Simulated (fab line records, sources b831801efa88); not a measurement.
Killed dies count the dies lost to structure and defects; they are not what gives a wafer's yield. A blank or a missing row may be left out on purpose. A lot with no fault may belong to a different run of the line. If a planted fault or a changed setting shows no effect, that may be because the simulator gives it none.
Matching of chambers + flow gf180mcu + 4 sister chambers for GF_V3_ETCH_16 on rieDiel-03
The step etches BARC in N2/H2. 4 wafers are shown with their chamber, then 8 later ones without.

== EACH WAFER AND ITS CHAMBER ==
| wafer  | chamber | drypumpMotorCurrentA (A) |
|--------|---------|--------------------------|
| L195.3 | 2       | 5.3                      |
| L198.5 | 0       | 6.1                      |
| L206.6 | 1       | 5.6                      |
| L210.1 | 3       | 5.0                      |

== WAFERS WITH NO CHAMBER GIVEN ==
| wafer  | drypumpMotorCurrentA (A) |
|--------|--------------------------|
| L210.4 | 6.0                      |
| L210.6 | 5.3                      |
| L211.2 | 6.0                      |
| L211.4 | 5.6                      |
| L211.6 | 5.3                      |
| L212.1 | 5.4                      |
| L212.2 | 5.6                      |
| L212.5 | 6.1                      |

== EACH ONE'S CHAMBER ==
| wafer  | from the rows above     | in truth |
|--------|-------------------------|----------|
| L210.4 | 0                       | 0        |
| L210.6 | 2                       | 2        |
| L211.2 | 0                       | 0        |
| L211.4 | 1                       | 1        |
| L211.6 | 2                       | 2        |
| L212.1 | can't be placed: 2 or 1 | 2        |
| L212.2 | 1                       | 1        |
| L212.5 | 0                       | 0        |
7 of 8 placed correctly. Not placeable from these rows: 1 (in 1, the candidates include the true chamber). Wrongly placed: 0.
How it was worked out, from the rows above alone: a wafer's distance from a chamber is the root of the sum, over the readings, of the square of ((its reading less the chamber's mean) divided by the reading's scatter). If the next closest chamber is less than 2 further off than the closest, the wafer can't be placed; otherwise it belongs to the closest. A chamber's mean is the mean of its shown wafers. The scatter: with one shown wafer a chamber, the root of the mean of the squares of how far each hidden wafer lies from its nearest shown one.
